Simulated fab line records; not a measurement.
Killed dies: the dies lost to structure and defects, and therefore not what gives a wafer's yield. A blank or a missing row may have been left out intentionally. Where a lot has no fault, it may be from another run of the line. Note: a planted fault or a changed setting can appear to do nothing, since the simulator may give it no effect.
fab line records || flow sky130 || part 2 of 2: steps 33 to 42 of 42
record {"lots": 5, "wafers": 15, "lastDay": 49}
route steps=708 shown CAPM@551 METAL3@555 VIA3@573
lots that met no fault: from a run of the same line without faults
startH: start of the lot's first displayed wafer, in hours after the record's first day || waitH: hours from the lot's prior step to this one || " same as the row above || L1.1+2: a row that stands for several wafers || - no value, or no start given || * or withheld: withheld || < > ~ a bound
route shown NAME@n: a module of which the file shows steps, and the number in the route of the first || usual: the fault-free wafers' mean and standard deviation || same: alike in all rows || chamber/n: place in a boat || sites: readings site by site || _std_site: the values' standard deviation || _edge_site: mean of outer sites minus mean of inner sites || radiusMm: for every site, how far away it sits from the centre of the wafer || mask NAME#n: copy n || behind: the last tool/chamber to shape the wafer || hold: the reason the lot was held/the length of the hold in hours/how it ended || device: transistor that didn't switch, given as n, p or np || end of line: at the end of the route, the tests of the same wafers || a step given without rows: its recipe and nothing more || killed: not the wafer's yield, but the dies lost to structure and defects at the first sort || map: a wafer's dies, x killed, . not, _ none there
set.NAME: the run value of the setting; set.NAME@STEP: its run value at that earlier step || model.NAME: the simulator's own value behind a step, which no gauge read
lots at selected steps of the route; one table per step, one row per wafer
services: a tool's chamber out of use, with start hour (startH, from the record's first day; less than 0 if before it), hours out, and reason
## steps
# step SKY_VIA3_PEB_10
# recipe {"pebTempC": "withheld", "pebTimeS": "withheld", "resist": "KrF-thick"}
{"lot.wafer": "L078.1+3+4", "tool": "lithoTrack-03", "chamber": 0, "startH": "-", "waitH": "-"}
{"lot.wafer": "L087.1+3+6", "tool": "lithoTrack-02", "chamber": 0, "startH": "-", "waitH": "-"}
{"lot.wafer": "L092.3+5+6", "tool": "lithoTrack-03", "chamber": 0, "startH": "-", "waitH": "-"}
{"lot.wafer": "L093.2+3+4", "tool": "lithoTrack-03", "chamber": 0, "startH": "-", "waitH": "-"}
{"lot.wafer": "L096.1+4+5", "tool": "lithoTrack-01", "chamber": 0, "startH": "-", "waitH": "-"}
# step SKY_VIA3_DEVELOP_11
# recipe {"developTimeS": 60, "resist": "KrF-thick", "devTempC": 21}
# usual {"developerTempC": "21.00/0.1"}
{"lot.wafer": "L078.1", "tool": "lithoTrack-03", "chamber": 0, "startH": "-", "waitH": "-", "developerTempC": 20.93}
{"lot.wafer": "L078.3", "tool": "lithoTrack-03", "chamber": 0, "startH": "-", "waitH": "-", "developerTempC": 20.97}
{"lot.wafer": "L078.4", "tool": "lithoTrack-03", "chamber": 0, "startH": "-", "waitH": "-", "developerTempC": 20.77}
{"lot.wafer": "L087.1", "tool": "lithoTrack-02", "chamber": 0, "startH": "-", "waitH": "-", "developerTempC": 21.10}
{"lot.wafer": "L087.3", "tool": "lithoTrack-02", "chamber": 0, "startH": "-", "waitH": "-", "developerTempC": 20.98}
{"lot.wafer": "L087.6", "tool": "lithoTrack-02", "chamber": 0, "startH": "-", "waitH": "-", "developerTempC": 20.99}
{"lot.wafer": "L092.3", "tool": "lithoTrack-03", "chamber": 0, "startH": "-", "waitH": "-", "developerTempC": 20.90}
{"lot.wafer": "L092.5", "tool": "lithoTrack-03", "chamber": 0, "startH": "-", "waitH": "-", "developerTempC": 20.94}
{"lot.wafer": "L092.6", "tool": "lithoTrack-03", "chamber": 0, "startH": "-", "waitH": "-", "developerTempC": 21.03}
{"lot.wafer": "L093.2", "tool": "lithoTrack-03", "chamber": 0, "startH": "-", "waitH": "-", "developerTempC": 20.99}
{"lot.wafer": "L093.3", "tool": "lithoTrack-03", "chamber": 0, "startH": "-", "waitH": "-", "developerTempC": 20.95}
{"lot.wafer": "L093.4", "tool": "lithoTrack-03", "chamber": 0, "startH": "-", "waitH": "-", "developerTempC": 20.92}
{"lot.wafer": "L096.1", "tool": "lithoTrack-01", "chamber": 0, "startH": "-", "waitH": "-", "developerTempC": 21.06}
{"lot.wafer": "L096.4", "tool": "lithoTrack-01", "chamber": 0, "startH": "-", "waitH": "-", "developerTempC": 21.04}
{"lot.wafer": "L096.5", "tool": "lithoTrack-01", "chamber": 0, "startH": "-", "waitH": "-", "developerTempC": 21.00}
# step SKY_VIA3_CD_MEAS_12
# recipe {"targetCdNm": 200}
# usual {"cdNm": "199.3/1.6"}
{"lot.wafer": "L078.1", "tool": "cdSem-01", "chamber": "-", "startH": 958.64, "waitH": "-", "cdNm": 199.5}
{"lot.wafer": "L078.3", "tool": "cdSem-01", "chamber": "-", "startH": 958.64, "waitH": "-", "cdNm": 199.7}
{"lot.wafer": "L078.4", "tool": "cdSem-01", "chamber": "-", "startH": 958.64, "waitH": "-", "cdNm": 199.9}
{"lot.wafer": "L087.1", "tool": "cdSem-01", "chamber": "-", "startH": 1020.96, "waitH": "-", "cdNm": 202.4}
{"lot.wafer": "L087.3", "tool": "cdSem-01", "chamber": "-", "startH": 1020.96, "waitH": "-", "cdNm": 200.2}
{"lot.wafer": "L087.6", "tool": "cdSem-01", "chamber": "-", "startH": 1020.96, "waitH": "-", "cdNm": 201.8}
{"lot.wafer": "L092.3", "tool": "cdSem-01", "chamber": "-", "startH": 1047.33, "waitH": "-", "cdNm": 200.0}
{"lot.wafer": "L092.5", "tool": "cdSem-01", "chamber": "-", "startH": 1047.33, "waitH": "-", "cdNm": 200.5}
{"lot.wafer": "L092.6", "tool": "cdSem-01", "chamber": "-", "startH": 1047.33, "waitH": "-", "cdNm": 197.9}
{"lot.wafer": "L093.2", "tool": "cdSem-02", "chamber": "-", "startH": 1050.11, "waitH": "-", "cdNm": 200.2}
{"lot.wafer": "L093.3", "tool": "cdSem-02", "chamber": "-", "startH": 1050.11, "waitH": "-", "cdNm": 199.8}
{"lot.wafer": "L093.4", "tool": "cdSem-02", "chamber": "-", "startH": 1050.11, "waitH": "-", "cdNm": 199.3}
{"lot.wafer": "L096.1", "tool": "cdSem-01", "chamber": "-", "startH": 1063.93, "waitH": "-", "cdNm": 198.1}
{"lot.wafer": "L096.4", "tool": "cdSem-01", "chamber": "-", "startH": 1063.93, "waitH": "-", "cdNm": 197.8}
{"lot.wafer": "L096.5", "tool": "cdSem-01", "chamber": "-", "startH": 1063.93, "waitH": "-", "cdNm": 196.5}
# step SKY_VIA3_OVL_MEAS_13
# usual {"VIA3_OVL": "2/6"}
{"lot.wafer": "L078.1", "tool": "overlay-02", "chamber": "-", "startH": 958.76, "waitH": 0.1, "VIA3_OVL[nm]": 2}
{"lot.wafer": "L078.3", "tool": "overlay-02", "chamber": "-", "startH": 958.76, "waitH": 0.1, "VIA3_OVL[nm]": -1}
{"lot.wafer": "L078.4", "tool": "overlay-02", "chamber": "-", "startH": 958.76, "waitH": 0.1, "VIA3_OVL[nm]": -7}
{"lot.wafer": "L087.1", "tool": "overlay-01", "chamber": "-", "startH": 1021.08, "waitH": 0.1, "VIA3_OVL[nm]": -10}
{"lot.wafer": "L087.3", "tool": "overlay-01", "chamber": "-", "startH": 1021.08, "waitH": 0.1, "VIA3_OVL[nm]": -14}
{"lot.wafer": "L087.6", "tool": "overlay-01", "chamber": "-", "startH": 1021.08, "waitH": 0.1, "VIA3_OVL[nm]": 1}
{"lot.wafer": "L092.3", "tool": "overlay-02", "chamber": "-", "startH": 1047.42, "waitH": 0.1, "VIA3_OVL[nm]": 11}
{"lot.wafer": "L092.5", "tool": "overlay-02", "chamber": "-", "startH": 1047.42, "waitH": 0.1, "VIA3_OVL[nm]": 8}
{"lot.wafer": "L092.6", "tool": "overlay-02", "chamber": "-", "startH": 1047.42, "waitH": 0.1, "VIA3_OVL[nm]": 2}
{"lot.wafer": "L093.2", "tool": "overlay-01", "chamber": "-", "startH": 1050.21, "waitH": 0.1, "VIA3_OVL[nm]": 8}
{"lot.wafer": "L093.3", "tool": "overlay-01", "chamber": "-", "startH": 1050.21, "waitH": 0.1, "VIA3_OVL[nm]": 6}
{"lot.wafer": "L093.4", "tool": "overlay-01", "chamber": "-", "startH": 1050.21, "waitH": 0.1, "VIA3_OVL[nm]": 4}
{"lot.wafer": "L096.1", "tool": "overlay-02", "chamber": "-", "startH": 1064.05, "waitH": 0.1, "VIA3_OVL[nm]": 3}
{"lot.wafer": "L096.4", "tool": "overlay-02", "chamber": "-", "startH": 1064.05, "waitH": 0.1, "VIA3_OVL[nm]": -1}
{"lot.wafer": "L096.5", "tool": "overlay-02", "chamber": "-", "startH": 1064.05, "waitH": 0.1, "VIA3_OVL[nm]": 2}
# step SKY_VIA3_ETCH_14
# recipe {"chemistry": "N2/H2", "target": "BARC", "ionEnergyEv": 200, "sourceW": 500, "biasW": 100, "pressureMtorr": 30, "n2FlowSccm": 100, "h2FlowSccm": 200, "stopOn": "SiO2", "timeS": 45.9, "targetDepthA": 600}
# usual {"drypumpMotorCurrentA": "5.6/0.42", "oesProductAu": "0.854/0.0049", "throttleValvePct": "13.226/0.0087"}
{"lot.wafer": "L078.1", "tool": "rieDiel-03", "chamber": 0, "startH": 958.79, "waitH": 0.0, "drypumpMotorCurrentA": 5.5, "oesProductAu": 0.850, "rfHoursCounterH": 25, "throttleValvePct": 13.231}
{"lot.wafer": "L078.3", "tool": "rieDiel-03", "chamber": 3, "startH": 958.79, "waitH": 0.0, "drypumpMotorCurrentA": 5.5, "oesProductAu": 0.858, "rfHoursCounterH": 4, "throttleValvePct": 13.223}
{"lot.wafer": "L078.4", "tool": "rieDiel-03", "chamber": 2, "startH": 958.79, "waitH": 0.0, "drypumpMotorCurrentA": 5.4, "oesProductAu": 0.857, "rfHoursCounterH": 5, "throttleValvePct": 13.229}
{"lot.wafer": "L087.1", "tool": "rieDiel-02", "chamber": 3, "startH": 1021.12, "waitH": 0.0, "drypumpMotorCurrentA": 5.8, "oesProductAu": 0.858, "rfHoursCounterH": 0, "throttleValvePct": 13.233}
{"lot.wafer": "L087.3", "tool": "rieDiel-02", "chamber": 0, "startH": 1021.12, "waitH": 0.0, "drypumpMotorCurrentA": 5.5, "oesProductAu": 0.844, "rfHoursCounterH": 12, "throttleValvePct": 13.217}
{"lot.wafer": "L087.6", "tool": "rieDiel-02", "chamber": 2, "startH": 1021.12, "waitH": 0.0, "drypumpMotorCurrentA": 5.2, "oesProductAu": 0.847, "rfHoursCounterH": "-", "throttleValvePct": 13.225}
{"lot.wafer": "L092.3", "tool": "rieDiel-03", "chamber": 2, "startH": 1047.44, "waitH": 0.0, "drypumpMotorCurrentA": 5.4, "oesProductAu": 0.855, "rfHoursCounterH": 8, "throttleValvePct": 13.217}
{"lot.wafer": "L092.5", "tool": "rieDiel-03", "chamber": 3, "startH": 1047.44, "waitH": 0.0, "drypumpMotorCurrentA": 5.5, "oesProductAu": 0.849, "rfHoursCounterH": "-", "throttleValvePct": 13.222}
{"lot.wafer": "L092.6", "tool": "rieDiel-03", "chamber": 0, "startH": 1047.44, "waitH": 0.0, "drypumpMotorCurrentA": 5.5, "oesProductAu": 0.851, "rfHoursCounterH": "-", "throttleValvePct": 13.227}
{"lot.wafer": "L093.2", "tool": "rieDiel-04", "chamber": 1, "startH": 1050.24, "waitH": 0.0, "drypumpMotorCurrentA": 5.4, "oesProductAu": 0.854, "rfHoursCounterH": 11, "throttleValvePct": 13.217}
{"lot.wafer": "L093.3", "tool": "rieDiel-04", "chamber": 3, "startH": 1050.24, "waitH": 0.0, "drypumpMotorCurrentA": 6.3, "oesProductAu": 0.852, "rfHoursCounterH": 7, "throttleValvePct": 13.214}
{"lot.wafer": "L093.4", "tool": "rieDiel-04", "chamber": 0, "startH": 1050.24, "waitH": 0.0, "drypumpMotorCurrentA": 4.9, "oesProductAu": 0.850, "rfHoursCounterH": 15, "throttleValvePct": 13.229}
{"lot.wafer": "L096.1", "tool": "rieDiel-02", "chamber": 1, "startH": 1064.08, "waitH": 0.0, "drypumpMotorCurrentA": 6.2, "oesProductAu": 0.857, "rfHoursCounterH": 10, "throttleValvePct": 13.220}
{"lot.wafer": "L096.4", "tool": "rieDiel-02", "chamber": 2, "startH": 1064.08, "waitH": 0.0, "drypumpMotorCurrentA": 5.3, "oesProductAu": 0.865, "rfHoursCounterH": 12, "throttleValvePct": 13.215}
{"lot.wafer": "L096.5", "tool": "rieDiel-02", "chamber": 1, "startH": 1064.08, "waitH": 0.0, "drypumpMotorCurrentA": 6.2, "oesProductAu": 0.855, "rfHoursCounterH": "-", "throttleValvePct": 13.220}
# step SKY_VIA3_ETCH_15
# recipe {"target": "SiO2", "chemistry": "C4F8/O2/Ar", "targetDepthNm": 507, "stopOn": "TiN", "maskMaterial": "KrF-thick", "sourceW": 1500, "biasW": 1200, "pressureMtorr": 40, "c4f8FlowSccm": "withheld", "O2_flow_sccm": 6, "Ar_flow_sccm": 300, "timeS": 78}
# usual {"oesProductAu": "0.945/0.0049"}
{"lot.wafer": "L078.1", "tool": "rieDiel-03", "chamber": 0, "startH": 958.84, "waitH": 0.0, "oesProductAu": 0.954, "rfHoursCounterH": 25}
{"lot.wafer": "L078.3", "tool": "rieDiel-03", "chamber": 3, "startH": 958.84, "waitH": 0.0, "oesProductAu": 0.947, "rfHoursCounterH": 4}
{"lot.wafer": "L078.4", "tool": "rieDiel-03", "chamber": 2, "startH": 958.84, "waitH": 0.0, "oesProductAu": 0.941, "rfHoursCounterH": 5}
{"lot.wafer": "L087.1", "tool": "rieDiel-02", "chamber": 3, "startH": 1021.16, "waitH": 0.0, "oesProductAu": 0.934, "rfHoursCounterH": 0}
{"lot.wafer": "L087.3", "tool": "rieDiel-02", "chamber": 0, "startH": 1021.16, "waitH": 0.0, "oesProductAu": 0.948, "rfHoursCounterH": 12}
{"lot.wafer": "L087.6", "tool": "rieDiel-02", "chamber": 2, "startH": 1021.16, "waitH": 0.0, "oesProductAu": 0.945, "rfHoursCounterH": "-"}
{"lot.wafer": "L092.3", "tool": "rieDiel-03", "chamber": 2, "startH": 1047.49, "waitH": 0.0, "oesProductAu": 0.941, "rfHoursCounterH": 8}
{"lot.wafer": "L092.5", "tool": "rieDiel-03", "chamber": 3, "startH": 1047.49, "waitH": 0.0, "oesProductAu": 0.948, "rfHoursCounterH": "-"}
{"lot.wafer": "L092.6", "tool": "rieDiel-03", "chamber": 0, "startH": 1047.49, "waitH": 0.0, "oesProductAu": 0.943, "rfHoursCounterH": "-"}
{"lot.wafer": "L093.2", "tool": "rieDiel-04", "chamber": 1, "startH": 1050.29, "waitH": 0.0, "oesProductAu": 0.946, "rfHoursCounterH": 11}
{"lot.wafer": "L093.3", "tool": "rieDiel-04", "chamber": 3, "startH": 1050.29, "waitH": 0.0, "oesProductAu": 0.945, "rfHoursCounterH": 7}
{"lot.wafer": "L093.4", "tool": "rieDiel-04", "chamber": 0, "startH": 1050.29, "waitH": 0.0, "oesProductAu": 0.950, "rfHoursCounterH": 15}
{"lot.wafer": "L096.1", "tool": "rieDiel-02", "chamber": 1, "startH": 1064.13, "waitH": 0.0, "oesProductAu": 0.951, "rfHoursCounterH": 10}
{"lot.wafer": "L096.4", "tool": "rieDiel-02", "chamber": 2, "startH": 1064.13, "waitH": 0.0, "oesProductAu": 0.946, "rfHoursCounterH": 12}
{"lot.wafer": "L096.5", "tool": "rieDiel-02", "chamber": 1, "startH": 1064.13, "waitH": 0.0, "oesProductAu": 0.948, "rfHoursCounterH": "-"}
# step SKY_VIA3_STRIP_16
# recipe {"chemistry": "O2/N2", "powerW": 1400, "pressureMtorr": 1500, "platenTempC": "withheld", "o2FlowSccm": 3000, "n2FlowSccm": 300, "overashFraction": 0.5}
# usual {"drypumpMotorCurrentA": "5.8/0.47", "oesProductAu": "0.402/0.0048", "stripTimeToEndpointS": "4.137/0.022"}
{"lot.wafer": "L078.1", "tool": "plasmaAsher-02", "chamber": 0, "startH": 958.90, "waitH": 0.0, "drypumpMotorCurrentA": 6.3, "oesProductAu": 0.394, "rfHoursCounterH": 55, "stripTimeToEndpointS": 4.139}
{"lot.wafer": "L078.3", "tool": "plasmaAsher-02", "chamber": 1, "startH": 958.90, "waitH": 0.0, "drypumpMotorCurrentA": 5.4, "oesProductAu": 0.397, "rfHoursCounterH": "-", "stripTimeToEndpointS": 4.142}
{"lot.wafer": "L078.4", "tool": "plasmaAsher-02", "chamber": 0, "startH": 958.90, "waitH": 0.0, "drypumpMotorCurrentA": 6.2, "oesProductAu": 0.405, "rfHoursCounterH": "-", "stripTimeToEndpointS": 4.138}
{"lot.wafer": "L087.1", "tool": "plasmaAsher-02", "chamber": 1, "startH": 1021.22, "waitH": 0.0, "drypumpMotorCurrentA": 5.4, "oesProductAu": 0.410, "rfHoursCounterH": 60, "stripTimeToEndpointS": 4.123}
{"lot.wafer": "L087.3", "tool": "plasmaAsher-02", "chamber": 0, "startH": 1021.22, "waitH": 0.0, "drypumpMotorCurrentA": 6.2, "oesProductAu": 0.399, "rfHoursCounterH": "-", "stripTimeToEndpointS": 4.122}
{"lot.wafer": "L087.6", "tool": "plasmaAsher-02", "chamber": 1, "startH": 1021.22, "waitH": 0.0, "drypumpMotorCurrentA": 5.4, "oesProductAu": 0.406, "rfHoursCounterH": "-", "stripTimeToEndpointS": 4.127}
{"lot.wafer": "L092.3", "tool": "plasmaAsher-02", "chamber": 0, "startH": 1047.58, "waitH": 0.1, "drypumpMotorCurrentA": 6.3, "oesProductAu": 0.405, "rfHoursCounterH": "-", "stripTimeToEndpointS": 4.110}
{"lot.wafer": "L092.5", "tool": "plasmaAsher-02", "chamber": 0, "startH": 1047.58, "waitH": 0.1, "drypumpMotorCurrentA": 6.3, "oesProductAu": 0.405, "rfHoursCounterH": "-", "stripTimeToEndpointS": 4.127}
{"lot.wafer": "L092.6", "tool": "plasmaAsher-02", "chamber": 1, "startH": 1047.58, "waitH": 0.1, "drypumpMotorCurrentA": 5.4, "oesProductAu": 0.411, "rfHoursCounterH": "-", "stripTimeToEndpointS": 4.127}
{"lot.wafer": "L093.2", "tool": "plasmaAsher-03", "chamber": 1, "startH": 1050.35, "waitH": 0.0, "drypumpMotorCurrentA": 6.5, "oesProductAu": 0.402, "rfHoursCounterH": 89, "stripTimeToEndpointS": 4.136}
{"lot.wafer": "L093.3", "tool": "plasmaAsher-03", "chamber": 1, "startH": 1050.35, "waitH": 0.0, "drypumpMotorCurrentA": 6.6, "oesProductAu": 0.398, "rfHoursCounterH": "-", "stripTimeToEndpointS": 4.117}
{"lot.wafer": "L093.4", "tool": "plasmaAsher-03", "chamber": 0, "startH": 1050.35, "waitH": 0.0, "drypumpMotorCurrentA": 5.4, "oesProductAu": 0.398, "rfHoursCounterH": "-", "stripTimeToEndpointS": 4.130}
{"lot.wafer": "L096.1", "tool": "plasmaAsher-02", "chamber": 0, "startH": 1064.19, "waitH": 0.0, "drypumpMotorCurrentA": 6.2, "oesProductAu": 0.398, "rfHoursCounterH": 65, "stripTimeToEndpointS": 4.154}
{"lot.wafer": "L096.4", "tool": "plasmaAsher-02", "chamber": 1, "startH": 1064.19, "waitH": 0.0, "drypumpMotorCurrentA": 5.4, "oesProductAu": 0.399, "rfHoursCounterH": "-", "stripTimeToEndpointS": 4.160}
{"lot.wafer": "L096.5", "tool": "plasmaAsher-02", "chamber": 0, "startH": 1064.19, "waitH": 0.0, "drypumpMotorCurrentA": 6.2, "oesProductAu": 0.400, "rfHoursCounterH": "-", "stripTimeToEndpointS": 4.179}
# step SKY_VIA3_STRIP_17
# recipe {"chemistry": "postEtchResidueRemover", "timeS": 1200, "tempC": 72.5}
# usual {"bathGuardTempC": "72.6/0.61"}
{"lot.wafer": "L078.1", "tool": "wetBench-01", "chamber": 2, "startH": 959.00, "waitH": 0.1, "bathGuardTempC": 71.8}
{"lot.wafer": "L078.3", "tool": "wetBench-01", "chamber": 2, "startH": 959.00, "waitH": 0.1, "bathGuardTempC": 72.2}
{"lot.wafer": "L078.4", "tool": "wetBench-01", "chamber": 2, "startH": 959.00, "waitH": 0.1, "bathGuardTempC": 71.7}
{"lot.wafer": "L087.1", "tool": "wetBench-03", "chamber": 1, "startH": 1021.32, "waitH": 0.1, "bathGuardTempC": 72.3}
{"lot.wafer": "L087.3", "tool": "wetBench-03", "chamber": 1, "startH": 1021.32, "waitH": 0.1, "bathGuardTempC": 72.7}
{"lot.wafer": "L087.6", "tool": "wetBench-03", "chamber": 1, "startH": 1021.32, "waitH": 0.1, "bathGuardTempC": 72.5}
{"lot.wafer": "L092.3", "tool": "wetBench-02", "chamber": 2, "startH": 1047.65, "waitH": 0.0, "bathGuardTempC": 73.3}
{"lot.wafer": "L092.5", "tool": "wetBench-02", "chamber": 2, "startH": 1047.65, "waitH": 0.0, "bathGuardTempC": 73.3}
{"lot.wafer": "L092.6", "tool": "wetBench-02", "chamber": 2, "startH": 1047.65, "waitH": 0.0, "bathGuardTempC": 73.3}
{"lot.wafer": "L093.2", "tool": "wetBench-01", "chamber": 3, "startH": 1050.45, "waitH": 0.1, "bathGuardTempC": 72.9}
{"lot.wafer": "L093.3", "tool": "wetBench-01", "chamber": 3, "startH": 1050.45, "waitH": 0.1, "bathGuardTempC": 72.7}
{"lot.wafer": "L093.4", "tool": "wetBench-01", "chamber": 3, "startH": 1050.45, "waitH": 0.1, "bathGuardTempC": 72.9}
{"lot.wafer": "L096.1", "tool": "wetBench-03", "chamber": 0, "startH": 1064.29, "waitH": 0.1, "bathGuardTempC": 72.8}
{"lot.wafer": "L096.4", "tool": "wetBench-03", "chamber": 0, "startH": 1064.29, "waitH": 0.1, "bathGuardTempC": 73.0}
{"lot.wafer": "L096.5", "tool": "wetBench-03", "chamber": 0, "startH": 1064.29, "waitH": 0.1, "bathGuardTempC": 73.0}
# step SKY_VIA3_CLEAN_18
# recipe {"chemistry": "IPA", "timeS": 180, "tempC": 25}
{"lot.wafer": "L078.1+3+4", "tool": "wetBench-03", "chamber": 2, "startH": 959.34, "waitH": 0.0}
{"lot.wafer": "L087.1+3+6", "tool": "wetBench-01", "chamber": 2, "startH": 1021.66, "waitH": 0.0}
{"lot.wafer": "L092.3+5+6", "tool": "wetBench-03", "chamber": 0, "startH": 1047.99, "waitH": 0.0}
{"lot.wafer": "L093.2+3+4", "tool": "wetBench-02", "chamber": 1, "startH": 1050.82, "waitH": 0.0}
{"lot.wafer": "L096.1+4+5", "tool": "wetBench-01", "chamber": 2, "startH": 1064.63, "waitH": 0.0}
# step SKY_VIA3_CLEAN_19
# recipe {"chemistry": "O3/DIW", "dry": "n2Spin"}
{"lot.wafer": "L078.1+3+4", "tool": "wetBench-03", "chamber": 2, "startH": 959.40, "waitH": 0.0}
{"lot.wafer": "L087.1+3+6", "tool": "wetBench-02", "chamber": 1, "startH": 1021.72, "waitH": 0.0}
{"lot.wafer": "L092.3+5+6", "tool": "wetBench-01", "chamber": 2, "startH": 1048.05, "waitH": 0.0}
{"lot.wafer": "L093.2+3+4", "tool": "wetBench-03", "chamber": 0, "startH": 1050.88, "waitH": 0.0}
{"lot.wafer": "L096.1+4+5", "tool": "wetBench-03", "chamber": 0, "startH": 1064.69, "waitH": 0.0}
## services
{"tool": "krfScanner-02", "chamber": "-", "startH": 885.04, "hours": 0.7, "kind": "repair"}
{"tool": "rieDiel-03", "chamber": "-", "startH": 894.21, "hours": 28.1, "kind": "pm"}
{"tool": "rieMetal-03", "chamber": 1, "startH": 894.38, "hours": 13.9, "kind": "repair"}
{"tool": "krfScanner-02", "chamber": "-", "startH": 894.95, "hours": 3.6, "kind": "repair"}
{"tool": "rieMetal-04", "chamber": "-", "startH": 919.38, "hours": 0.6, "kind": "repair"}
{"tool": "rieDiel-03", "chamber": 0, "startH": 927.88, "hours": 3.5, "kind": "repair"}
{"tool": "wetBench-03", "chamber": "-", "startH": 931.77, "hours": 1.9, "kind": "pm"}
{"tool": "plasmaAsher-02", "chamber": "-", "startH": 936.70, "hours": 1.1, "kind": "repair"}
{"tool": "krfScanner-01", "chamber": "-", "startH": 937.99, "hours": 1.0, "kind": "pm"}
{"tool": "krfScanner-02", "chamber": "-", "startH": 943.53, "hours": 0.3, "kind": "repair"}
{"tool": "krfScanner-01", "chamber": "-", "startH": 951.99, "hours": 0.8, "kind": "pm"}
{"tool": "krfScanner-01", "chamber": "-", "startH": 969.60, "hours": 0.8, "kind": "repair"}
{"tool": "hdpcvd-02", "chamber": "-", "startH": 972.63, "hours": 14.6, "kind": "pm"}
{"tool": "rieMetal-04", "chamber": "-", "startH": 981.89, "hours": 0.3, "kind": "repair"}
{"tool": "rieDiel-02", "chamber": 3, "startH": 988.49, "hours": 2.6, "kind": "repair"}
{"tool": "krfScanner-02", "chamber": "-", "startH": 991.76, "hours": 1.3, "kind": "pm"}
{"tool": "rieDiel-03", "chamber": 3, "startH": 992.40, "hours": 1.3, "kind": "repair"}
{"tool": "krfScanner-02", "chamber": "-", "startH": 995.46, "hours": 0.8, "kind": "pm"}
{"tool": "krfScanner-01", "chamber": "-", "startH": 999.73, "hours": 1.3, "kind": "pm"}
{"tool": "krfScanner-02", "chamber": "-", "startH": 1006.95, "hours": 1.4, "kind": "repair"}
{"tool": "rieDiel-02", "chamber": 1, "startH": 1013.53, "hours": 10.8, "kind": "repair"}
{"tool": "krfScanner-02", "chamber": "-", "startH": 1017.79, "hours": 1.0, "kind": "pm"}
{"tool": "krfScanner-01", "chamber": "-", "startH": 1018.79, "hours": 3.6, "kind": "pm"}
{"tool": "rieDiel-03", "chamber": "-", "startH": 1021.90, "hours": 2.8, "kind": "pm"}
